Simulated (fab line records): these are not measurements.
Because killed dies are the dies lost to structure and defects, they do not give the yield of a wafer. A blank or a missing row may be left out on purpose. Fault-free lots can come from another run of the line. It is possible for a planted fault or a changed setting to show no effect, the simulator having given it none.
fab line records    flow sky130
record: lots: 24  wafers: 72  last-day: 50
route steps=708 shown VIA3@574 METAL4@602 VIA4@656 METAL5@663
lots that met no fault: from a run of the same line without faults
start-h: start of the lot's first displayed wafer, in hours after the record's first day    wait-h: hours elapsed since this lot's preceding step    " as in the row above    L1.1+2: several wafers, shown together as one row    - no value, or no start was given    * or withheld: withheld    < > ~ a bound
route shown NAME@n: a module of which the file shows steps, and the number in the route of the first    usual: mean/standard deviation of fault-free wafers    same: alike in all rows    chamber/n: place in a boat    sites: readings site by site    _std_site: the standard deviation of these    _edge_site: inner sites' mean taken away from outer sites' mean    radius-mm: how far each site lies from the wafer's centre    mask NAME#n: copy n    behind: tool/chamber where the wafer was last shaped    hold: reason for holding the lot/hours on hold/outcome of the hold    device: whichever transistor did not switch (one of n, p or np)    end of line: the route-end tests of the same wafers    a step with no rows: only its recipe    killed: dies that structure and defects cost at the first sort, which is not the same as the wafer's yield    map: the dies of a wafer, with x for killed, . for not killed, _ for no die there
set.NAME: setting as actually run; set.NAME@STEP: the setting as run at that earlier step    model.NAME: the simulator's own value behind a step, which no gauge read
steps of the route over a sample of lots; a table a step, a row a wafer
services: a tool's chamber out of use, with start hour (start-h, from the record's first day; less than 0 if before it), hours out, and reason
== steps ==
step: SKY_VIA3_THK_MEAS_01
recipe: reads: SiO2_of_VIA3_HDPCVD_00
usual: VIA3_HDPCVD_THK: 1635/16
lot.wafer  tool           chamber  start-h  wait-h  VIA3_HDPCVD_THK[nm]
L074.1     film-metro-03  -        891.41   0.1     1633
L074.2     "              -        "        "       1638
L074.5     "              -        "        "       1622
L075.2     film-metro-02  -        902.52   0.1     1650
L075.3     "              -        "        "       1622
L075.5     "              -        "        "       1623
L076.2     film-metro-03  -        913.63   0.1     1605
L076.4     "              -        "        "       1644
L076.6     "              -        "        "       1616
L077.1     film-metro-01  -        917.33   0.1     1606
L077.2     "              -        "        "       1623
L077.3     "              -        "        "       1629
L079.2     film-metro-03  -        930.91   0.1     1629
L079.4     "              -        "        "       1640
L079.5     "              -        "        "       1643
L078.2     film-metro-01  -        931.20   0.1     1628
L078.4     "              -        "        "       1629
L078.6     "              -        "        "       1621
L080.2     film-metro-03  -        940.21   0.1     1640
L080.3     "              -        "        "       1619
L080.4     "              -        "        "       1614
L081.1     film-metro-03  -        951.77   0.1     1663
L081.3     "              -        "        "       1655
L081.4     "              -        "        "       1659
L082.1     film-metro-01  -        953.29   0.1     1642
L082.2     "              -        "        "       1623
L082.5     "              -        "        "       1634
L083.1     film-metro-02  -        958.37   0.1     1620
L083.2     "              -        "        "       1616
L083.4     "              -        "        "       1630
L084.1     film-metro-02  -        973.74   0.1     1627
L084.3     "              -        "        "       1609
L084.5     "              -        "        "       1640
L085.1     film-metro-02  -        979.17   0.1     1658
L085.4     "              -        "        "       1654
L085.5     "              -        "        "       1651
L086.2     film-metro-03  -        985.30   0.1     1627
L086.5     "              -        "        "       1630
L086.6     "              -        "        "       1632
L087.3     film-metro-01  -        987.38   0.1     1658
L087.5     "              -        "        "       1652
L087.6     "              -        "        "       1631
L088.1     film-metro-02  -        1000.23  0.1     1659
L088.4     "              -        "        "       1623
L088.6     "              -        "        "       1648
L089.2     film-metro-01  -        1001.21  0.1     1641
L089.4     "              -        "        "       1663
L089.6     "              -        "        "       1636
L090.1     film-metro-02  -        1016.23  0.1     1624
L090.2     "              -        "        "       1606
L090.6     "              -        "        "       1602
L091.1     film-metro-02  -        1018.83  0.1     1660
L091.2     "              -        "        "       1639
L091.3     "              -        "        "       1642
L092.1     film-metro-02  -        1020.95  0.1     1622
L092.3     "              -        "        "       1621
L092.4     "              -        "        "       1627
L093.2     film-metro-01  -        1026.90  0.1     1630
L093.3     "              -        "        "       1622
L093.4     "              -        "        "       1629
L094.2     film-metro-03  -        1038.23  0.1     1607
L094.3     "              -        "        "       1627
L094.5     "              -        "        "       1618
L096.1     film-metro-01  -        1045.67  0.1     1660
L096.3     "              -        "        "       1631
L096.5     "              -        "        "       1660
L095.1     film-metro-01  -        1052.10  0.1     1655
L095.2     "              -        "        "       1654
L095.4     "              -        "        "       1647
L097.1     film-metro-02  -        1059.44  0.1     1643
L097.4     "              -        "        "       1628
L097.6     "              -        "        "       1640
step: SKY_VIA3_THK_MEAS_23
recipe: thk-meas-gauge: xrf  reads: W_of_VIA3_CVD_21
usual: VIA3_W_THK: 404/5.7
lot.wafer  tool           chamber  start-h  wait-h  VIA3_W_THK[nm]
L074.1     film-metro-03  -        916.82   0.1     408
L074.2     "              -        "        "       404
L074.5     "              -        "        "       410
L075.2     film-metro-03  -        929.04   0.1     415
L075.3     "              -        "        "       410
L075.5     "              -        "        "       411
L076.2     film-metro-03  -        940.01   0.1     402
L076.4     "              -        "        "       407
L076.6     "              -        "        "       405
L077.1     film-metro-03  -        944.04   0.1     413
L077.2     "              -        "        "       403
L077.3     "              -        "        "       411
L079.2     film-metro-01  -        957.00   0.1     408
L079.4     "              -        "        "       405
L079.5     "              -        "        "       418
L078.2     film-metro-03  -        957.06   0.1     396
L078.4     "              -        "        "       401
L078.6     "              -        "        "       406
L080.2     film-metro-02  -        965.63   0.1     410
L080.3     "              -        "        "       400
L080.4     "              -        "        "       408
L081.1     film-metro-01  -        977.32   0.1     411
L081.3     "              -        "        "       403
L081.4     "              -        "        "       412
L082.1     film-metro-03  -        978.87   0.1     412
L082.2     "              -        "        "       404
L082.5     "              -        "        "       409
L083.1     film-metro-02  -        984.27   0.1     393
L083.2     "              -        "        "       393
L083.4     "              -        "        "       397
L084.1     film-metro-01  -        998.88   0.1     408
L084.3     "              -        "        "       400
L084.5     "              -        "        "       405
L085.1     film-metro-03  -        1004.59  0.1     410
L085.4     "              -        "        "       407
L085.5     "              -        "        "       406
L086.2     film-metro-02  -        1009.88  0.1     403
L086.5     "              -        "        "       394
L086.6     "              -        "        "       405
L087.3     film-metro-03  -        1012.44  0.1     411
L087.5     "              -        "        "       413
L087.6     "              -        "        "       400
L088.1     film-metro-03  -        1024.59  0.1     408
L088.4     "              -        "        "       401
L088.6     "              -        "        "       410
L089.2     film-metro-01  -        1024.95  0.1     414
L089.4     "              -        "        "       408
L089.6     "              -        "        "       412
L090.1     film-metro-03  -        1040.42  0.1     407
L090.2     "              -        "        "       412
L090.6     "              -        "        "       413
L091.1     film-metro-01  -        1043.02  0.1     400
L091.2     "              -        "        "       404
L091.3     "              -        "        "       401
L092.1     film-metro-02  -        1045.26  0.1     408
L092.3     "              -        "        "       400
L092.4     "              -        "        "       403
L093.2     film-metro-03  -        1051.01  0.1     404
L093.3     "              -        "        "       402
L093.4     "              -        "        "       403
L094.2     film-metro-03  -        1061.55  0.1     401
L094.3     "              -        "        "       406
L094.5     "              -        "        "       404
L096.1     film-metro-01  -        1068.20  0.1     394
L096.3     "              -        "        "       398
L096.5     "              -        "        "       405
L095.1     film-metro-01  -        1074.80  0.1     401
L095.2     "              -        "        "       401
L095.4     "              -        "        "       399
L097.1     film-metro-01  -        1081.49  0.1     394
L097.4     "              -        "        "       393
L097.6     "              -        "        "       387
step: SKY_METAL4_SPUTTER_04
recipe: material: TiN  target-thk-nm: 70  power-w: 6500  time-s: 58.3  chamber-pressure-pa: 0.4
usual: cathode-dc-power-W: 6500.0/1  throttle-valve-pct: 30.1/1.3
lot.wafer  tool            chamber  start-h  wait-h  cathode-dc-power-W  throttle-valve-pct
L074.1     pvd-sputter-03  -        917.35   0.0     6499.7              31.1
L074.2     "               -        "        "       6498.1              32.1
L074.5     "               -        "        "       6497.6              30.6
L075.2     pvd-sputter-04  -        929.49   0.0     6501.1              29.6
L075.3     "               -        "        "       6499.6              31.1
L075.5     "               -        "        "       6500.8              29.5
L076.2     pvd-sputter-03  -        940.47   0.0     6499.9              32.2
L076.4     "               -        "        "       6500.0              32.4
L076.6     "               -        "        "       6499.9              28.4
L077.1     pvd-sputter-03  -        944.51   0.0     6500.9              30.9
L077.2     "               -        "        "       6501.3              28.6
L077.3     "               -        "        "       6499.6              32.4
L079.2     pvd-sputter-04  -        957.45   0.0     6500.8              29.5
L079.4     "               -        "        "       6500.1              30.8
L079.5     "               -        "        "       6500.5              31.0
L078.2     pvd-sputter-02  -        957.57   0.0     6499.8              29.5
L078.4     "               -        "        "       6501.9              29.1
L078.6     "               -        "        "       6501.3              28.9
L080.2     pvd-sputter-02  -        966.09   0.0     6499.6              28.0
L080.3     "               -        "        "       6498.8              31.6
L080.4     "               -        "        "       6501.0              29.1
L081.1     pvd-sputter-03  -        977.78   0.0     6499.2              30.8
L081.3     "               -        "        "       6500.2              28.5
L081.4     "               -        "        "       6500.7              30.4
L082.1     pvd-sputter-03  -        979.34   0.0     6499.9              30.6
L082.2     "               -        "        "       6499.5              31.1
L082.5     "               -        "        "       6502.0              30.8
L083.1     pvd-sputter-03  -        984.73   0.0     6500.1              30.9
L083.2     "               -        "        "       6501.1              32.4
L083.4     "               -        "        "       6501.0              30.8
L084.1     pvd-sputter-03  -        999.34   0.0     6498.2              31.1
L084.3     "               -        "        "       6497.9              30.6
L084.5     "               -        "        "       6499.4              28.6
L085.1     pvd-sputter-04  -        1005.05  0.0     6499.3              30.5
L085.4     "               -        "        "       6499.5              31.1
L085.5     "               -        "        "       6501.5              30.9
L086.2     pvd-sputter-02  -        1010.37  0.0     6498.8              28.4
L086.5     "               -        "        "       6498.2              29.1
L086.6     "               -        "        "       6499.6              31.7
L087.3     pvd-sputter-04  -        1012.89  0.0     6498.4              29.8
L087.5     "               -        "        "       6499.4              30.6
L087.6     "               -        "        "       6499.5              30.0
L088.1     pvd-sputter-03  -        1025.05  0.0     6498.1              30.5
L088.4     "               -        "        "       6499.5              28.6
L088.6     "               -        "        "       6500.9              28.3
L089.2     pvd-sputter-02  -        1025.40  0.0     6501.9              31.7
L089.4     "               -        "        "       6499.6              29.0
L089.6     "               -        "        "       6499.6              28.2
L090.1     pvd-sputter-02  -        1040.89  0.0     6500.7              29.0
L090.2     "               -        "        "       6499.9              29.3
L090.6     "               -        "        "       6501.1              29.0
L091.1     pvd-sputter-04  -        1043.49  0.0     6499.9              30.7
L091.2     "               -        "        "       6498.8              30.9
L091.3     "               -        "        "       6498.0              29.8
L092.1     pvd-sputter-03  -        1045.73  0.0     6500.9              30.5
L092.3     "               -        "        "       6499.2              31.3
L092.4     "               -        "        "       6500.0              32.0
L093.2     pvd-sputter-02  -        1051.47  0.0     6499.4              28.2
L093.3     "               -        "        "       6500.3              28.8
L093.4     "               -        "        "       6500.6              31.5
L094.2     pvd-sputter-04  -        1062.12  0.0     6500.6              31.3
L094.3     "               -        "        "       6499.9              29.3
L094.5     "               -        "        "       6500.8              31.1
L096.1     pvd-sputter-03  -        1068.66  0.0     6499.8              32.3
L096.3     "               -        "        "       6500.4              30.7
L096.5     "               -        "        "       6501.1              28.5
L095.1     pvd-sputter-03  -        1075.27  0.0     6500.8              28.2
L095.2     "               -        "        "       6501.1              32.1
L095.4     "               -        "        "       6498.3              28.5
L097.1     pvd-sputter-03  -        1081.98  0.0     6500.9              32.2
L097.4     "               -        "        "       6500.0              31.0
L097.6     "               -        "        "       6499.9              30.7
step: SKY_VIA4_SPUTTER_17
recipe: material: TiN  target-thk-nm: 20  chamber-pressure-pa: 5  power-w: 4000  time-s: 80
usual: cathode-dc-power-W: 4000.0/0.72  throttle-valve-pct: 30.1/1.3
lot.wafer  tool            chamber  start-h  wait-h  cathode-dc-power-W  throttle-valve-pct
L074.1     pvd-sputter-02  -        992.11   0.0     4000.6              29.2
L074.2     "               -        "        "       4000.9              28.1
L074.5     "               -        "        "       3999.3              28.2
L075.2     pvd-sputter-03  -        1004.43  0.0     4000.1              30.7
L075.3     "               -        "        "       3999.6              28.2
L075.5     "               -        "        "       3999.5              31.1
L076.2     pvd-sputter-03  -        1014.76  0.0     4000.2              28.4
L076.4     "               -        "        "       4000.2              30.8
L076.6     "               -        "        "       3999.2              32.0
L077.1     pvd-sputter-03  -        1017.37  0.0     3996.9              31.1
L077.2     "               -        "        "       3999.4              30.7
L077.3     "               -        "        "       4000.0              32.2
L079.2     pvd-sputter-03  -        1030.04  0.0     3999.9              30.9
L079.4     "               -        "        "       3999.4              28.4
L079.5     "               -        "        "       4000.6              30.5
L078.2     pvd-sputter-01  -        1030.70  0.0     3998.8              31.0
L078.4     "               -        "        "       4001.3              29.0
L078.6     "               -        "        "       3999.3              31.3
L080.2     pvd-sputter-03  -        1039.57  0.0     3999.2              30.7
L080.3     "               -        "        "       3999.0              28.4
L080.4     "               -        "        "       4000.3              30.9
L081.1     pvd-sputter-02  -        1049.82  0.0     3999.4              28.6
L081.3     "               -        "        "       4000.8              28.7
L081.4     "               -        "        "       3999.7              29.1
L082.1     pvd-sputter-01  -        1052.40  0.0     4000.1              30.1
L082.2     "               -        "        "       4001.6              31.3
L082.5     "               -        "        "       3998.8              30.0
L083.1     pvd-sputter-02  -        1057.62  0.0     3999.9              29.4
L083.2     "               -        "        "       4000.9              31.7
L083.4     "               -        "        "       4000.1              28.6
L084.1     pvd-sputter-02  -        1068.85  0.0     4001.0              31.9
L084.3     "               -        "        "       4000.7              28.4
L084.5     "               -        "        "       4000.9              31.7
L085.1     pvd-sputter-02  -        1075.51  0.0     4000.2              29.1
L085.4     "               -        "        "       4001.6              28.6
L085.5     "               -        "        "       4000.4              28.3
L086.2     pvd-sputter-01  -        1079.17  0.0     4000.7              28.9
L086.5     "               -        "        "       4000.5              30.1
L086.6     "               -        "        "       4000.0              30.9
L087.3     pvd-sputter-02  -        1081.54  0.0     3998.5              28.5
L087.5     "               -        "        "       4000.2              31.4
L087.6     "               -        "        "       3998.8              28.8
L088.1     pvd-sputter-02  -        1091.75  0.0     3999.3              31.4
L088.4     "               -        "        "       4000.6              28.3
L088.6     "               -        "        "       4000.6              28.8
L089.2     pvd-sputter-03  -        1092.05  0.0     3999.0              28.3
L089.4     "               -        "        "       3999.3              32.3
L089.6     "               -        "        "       4001.4              30.9
L090.1     pvd-sputter-03  -        1106.68  0.0     3999.8              28.2
L090.2     "               -        "        "       3999.8              30.7
L090.6     "               -        "        "       4000.3              28.3
L091.1     pvd-sputter-01  -        1109.24  0.0     4000.1              30.2
L091.2     "               -        "        "       4000.6              30.4
L091.3     "               -        "        "       4000.1              31.0
L092.1     pvd-sputter-02  -        1110.86  0.0     3999.9              29.5
L092.3     "               -        "        "       4000.4              29.0
L092.4     "               -        "        "       3999.2              31.6
L093.2     pvd-sputter-01  -        1114.83  0.0     4000.3              28.8
L093.3     "               -        "        "       3999.4              31.2
L093.4     "               -        "        "       4000.0              30.3
L094.2     pvd-sputter-01  -        1125.88  0.0     4000.1              30.3
L094.3     "               -        "        "       4000.0              29.9
L094.5     "               -        "        "       3999.2              30.2
L096.1     pvd-sputter-01  -        1132.04  0.0     4000.0              30.2
L096.3     "               -        "        "       3999.3              30.1
L096.5     "               -        "        "       3999.7              28.8
L095.1     pvd-sputter-03  -        1137.96  0.0     3999.7              28.4
L095.2     "               -        "        "       4000.2              30.8
L095.4     "               -        "        "       4001.0              30.7
L097.1     pvd-sputter-02  -        1143.81  0.0     4000.2              31.7
L097.4     "               -        "        "       3999.7              27.9
L097.6     "               -        "        "       4000.3              28.1
step: SKY_VIA4_CVD_18
recipe: material: W  target-thk-nm: 505  time-s: 152.14  temp-c: 400  pressure-torr: 40
usual: heater-power-w: 884/83  susceptor-temp-C: 400.05/0.24
lot.wafer  tool      chamber  start-h  wait-h  heater-power-w  susceptor-temp-C
L074.1     cvd-w-01  0        992.17   0.0     756             399.83
L074.2     "         1        "        "       872             400.29
L074.5     "         1        "        "       844             400.30
L075.2     cvd-w-02  1        1004.49  0.0     1002            399.69
L075.3     "         0        "        "       909             399.91
L075.5     "         0        "        "       910             400.14
L076.2     cvd-w-01  1        1014.82  0.0     881             399.92
L076.4     "         0        "        "       787             399.58
L076.6     "         1        "        "       850             400.32
L077.1     cvd-w-01  0        1017.43  0.0     781             400.12
L077.2     "         1        "        "       880             399.69
L077.3     "         1        "        "       870             400.01
L079.2     cvd-w-01  1        1030.10  0.0     854             399.95
L079.4     "         1        "        "       863             399.96
L079.5     "         1        "        "       863             400.34
L078.2     cvd-w-02  0        1030.77  0.0     917             399.78
L078.4     "         1        "        "       970             400.21
L078.6     "         1        "        "       986             400.06
L080.2     cvd-w-01  1        1039.64  0.0     861             400.35
L080.3     "         0        "        "       783             399.49
L080.4     "         1        "        "       873             400.22
L081.1     cvd-w-02  0        1049.88  0.0     908             400.18
L081.3     "         0        "        "       926             400.02
L081.4     "         1        "        "       976             399.78
L082.1     cvd-w-01  1        1052.46  0.0     836             400.05
L082.2     "         0        "        "       784             399.87
L082.5     "         1        "        "       840             399.99
L083.1     cvd-w-02  1        1057.68  0.0     988             399.90
L083.2     "         0        "        "       960             400.25
L083.4     "         0        "        "       902             400.11
L084.1     cvd-w-02  0        1068.91  0.0     915             400.10
L084.3     "         1        "        "       999             400.22
L084.5     "         1        "        "       1006            400.26
L085.1     cvd-w-01  1        1075.57  0.0     856             400.52
L085.4     "         1        "        "       869             400.89
L085.5     "         1        "        "       868             400.82
L086.2     cvd-w-01  1        1079.23  0.0     843             399.91
L086.5     "         0        "        "       760             399.81
L086.6     "         1        "        "       847             400.00
L087.3     cvd-w-02  1        1081.65  0.1     979             400.18
L087.5     "         1        "        "       991             399.96
L087.6     "         0        "        "       908             399.91
L088.1     cvd-w-02  1        1091.81  0.0     979             400.04
L088.4     "         0        "        "       909             400.14
L088.6     "         0        "        "       916             400.39
L089.2     cvd-w-01  1        1092.11  0.0     853             399.95
L089.4     "         0        "        "       766             399.79
L089.6     "         0        "        "       777             399.81
L090.1     cvd-w-01  0        1106.74  0.0     766             400.15
L090.2     "         1        "        "       871             400.01
L090.6     "         1        "        "       873             399.81
L091.1     cvd-w-01  1        1109.30  0.0     840             400.12
L091.2     "         0        "        "       752             400.26
L091.3     "         0        "        "       756             400.40
L092.1     cvd-w-02  0        1110.93  0.0     946             399.65
L092.3     "         1        "        "       971             400.12
L092.4     "         0        "        "       923             400.21
L093.2     cvd-w-01  1        1114.89  0.0     865             400.25
L093.3     "         0        "        "       768             399.87
L093.4     "         1        "        "       858             400.06
L094.2     cvd-w-02  1        1125.94  0.0     981             400.18
L094.3     "         0        "        "       922             399.75
L094.5     "         0        "        "       929             400.15
L096.1     cvd-w-02  0        1132.10  0.0     916             400.12
L096.3     "         0        "        "       913             400.38
L096.5     "         0        "        "       945             400.31
L095.1     cvd-w-02  0        1138.02  0.0     881             400.10
L095.2     "         1        "        "       996             400.09
L095.4     "         1        "        "       1013            400.17
L097.1     cvd-w-02  0        1143.87  0.0     911             400.29
L097.4     "         1        "        "       1013            399.63
L097.6     "         1        "        "       1003            399.84
step: SKY_METAL5_SPUTTER_02
recipe: material: AlCu  target-thk-nm: 1150  power-w: 10600  time-s: 61.2  chamber-pressure-pa: 0.4
usual: cathode-dc-power-W: 10600/1.8  throttle-valve-pct: 29.9/0.93
lot.wafer  tool            chamber  start-h  wait-h  cathode-dc-power-W  throttle-valve-pct
L074.1     pvd-sputter-01  -        992.85   0.0     10601               30.1
L074.2     "               -        "        "       10599               28.9
L074.5     "               -        "        "       10602               29.0
L075.2     pvd-sputter-01  -        1005.17  0.0     10603               28.8
L075.3     "               -        "        "       10598               30.4
L075.5     "               -        "        "       10598               28.7
L076.2     pvd-sputter-04  -        1015.50  0.0     10599               29.7
L076.4     "               -        "        "       10599               30.5
L076.6     "               -        "        "       10601               31.0
L077.1     pvd-sputter-04  -        1018.11  0.0     10603               29.8
L077.2     "               -        "        "       10601               31.0
L077.3     "               -        "        "       10599               30.6
L079.2     pvd-sputter-04  -        1030.78  0.0     10598               30.5
L079.4     "               -        "        "       10601               30.9
L079.5     "               -        "        "       10598               30.5
L078.2     pvd-sputter-02  -        1031.45  0.0     10597               28.3
L078.4     "               -        "        "       10600               31.6
L078.6     "               -        "        "       10600               29.3
L080.2     pvd-sputter-04  -        1040.32  0.0     10603               30.4
L080.3     "               -        "        "       10600               30.9
L080.4     "               -        "        "       10600               29.3
L081.1     pvd-sputter-02  -        1050.59  0.0     10598               28.3
L081.3     "               -        "        "       10601               31.7
L081.4     "               -        "        "       10602               29.3
L082.1     pvd-sputter-04  -        1053.14  0.0     10599               30.8
L082.2     "               -        "        "       10601               29.6
L082.5     "               -        "        "       10600               30.6
L083.1     pvd-sputter-04  -        1058.36  0.0     10599               30.9
L083.2     "               -        "        "       10602               29.6
L083.4     "               -        "        "       10597               30.8
L084.1     pvd-sputter-01  -        1069.59  0.0     10598               28.8
L084.3     "               -        "        "       10600               30.2
L084.5     "               -        "        "       10598               30.7
L085.1     pvd-sputter-04  -        1076.25  0.0     10601               31.3
L085.4     "               -        "        "       10598               29.3
L085.5     "               -        "        "       10600               30.4
L086.2     pvd-sputter-01  -        1079.91  0.0     10599               30.3
L086.5     "               -        "        "       10598               31.3
L086.6     "               -        "        "       10599               28.6
L087.3     pvd-sputter-02  -        1082.51  0.0     10599               28.0
L087.5     "               -        "        "       10601               28.9
L087.6     "               -        "        "       10606               31.8
L088.1     pvd-sputter-02  -        1092.49  0.0     10601               28.9
L088.4     "               -        "        "       10600               28.9
L088.6     "               -        "        "       10601               28.3
L089.2     pvd-sputter-04  -        1092.79  0.0     10605               29.5
L089.4     "               -        "        "       10600               30.4
L089.6     "               -        "        "       10605               29.4
L090.1     pvd-sputter-04  -        1107.67  0.0     10601               29.6
L090.2     "               -        "        "       10599               29.6
L090.6     "               -        "        "       10601               29.7
L091.1     pvd-sputter-02  -        1109.98  0.0     10600               28.9
L091.2     "               -        "        "       10601               31.5
L091.3     "               -        "        "       10602               28.4
L092.1     pvd-sputter-01  -        1111.61  0.0     10603               28.8
L092.3     "               -        "        "       10600               31.0
L092.4     "               -        "        "       10599               30.2
L093.2     pvd-sputter-02  -        1115.57  0.0     10601               29.2
L093.3     "               -        "        "       10599               31.5
L093.4     "               -        "        "       10602               28.1
L094.2     pvd-sputter-04  -        1126.85  0.0     10601               30.9
L094.3     "               -        "        "       10600               29.7
L094.5     "               -        "        "       10601               30.6
L096.1     pvd-sputter-01  -        1132.78  0.0     10600               30.2
L096.3     "               -        "        "       10598               28.9
L096.5     "               -        "        "       10602               29.0
L095.1     pvd-sputter-01  -        1138.70  0.0     10601               29.0
L095.2     "               -        "        "       10603               30.4
L095.4     "               -        "        "       10601               30.2
L097.1     pvd-sputter-01  -        1144.55  0.0     10601               30.3
L097.4     "               -        "        "       10599               30.1
L097.6     "               -        "        "       10602               30.2
== services ==
tool            chamber  start-h  hours  kind
cvd-w-02        -        904.00   14.0   pm
cvd-w-01        -        904.72   0.9    repair
cvd-w-02        -        914.44   1.3    repair
pvd-sputter-03  0        934.65   -      consumable-replace:kit
pvd-sputter-03  0        934.65   18.0   scheduled-down
pvd-sputter-03  0        934.65   18.0   vent-cycle
pvd-sputter-01  0        972.91   -      consumable-replace:kit
pvd-sputter-01  0        972.91   18.0   scheduled-down
pvd-sputter-01  0        972.91   18.0   vent-cycle
pvd-sputter-04  3        1015.62  -      consumable-replace:kit
pvd-sputter-04  3        1015.62  18.0   scheduled-down
pvd-sputter-04  3        1015.62  18.0   vent-cycle
cvd-w-01        -        1058.18  2.8    pm
pvd-sputter-03  3        1060.21  -      consumable-replace:kit
pvd-sputter-03  3        1060.21  18.0   scheduled-down
pvd-sputter-03  3        1060.21  18.0   vent-cycle
pvd-sputter-04  -        1069.11  2.1    repair
pvd-sputter-02  2        1080.30  -      consumable-replace:kit
pvd-sputter-02  2        1080.30  18.0   scheduled-down
pvd-sputter-02  2        1080.30  18.0   vent-cycle
pvd-sputter-01  -        1090.52  9.2    repair
pvd-sputter-04  -        1103.02  2.7    repair
cvd-w-02        1        1120.10  5.5    repair
pvd-sputter-01  3        1127.50  -      consumable-replace:kit
== key ==
fault none
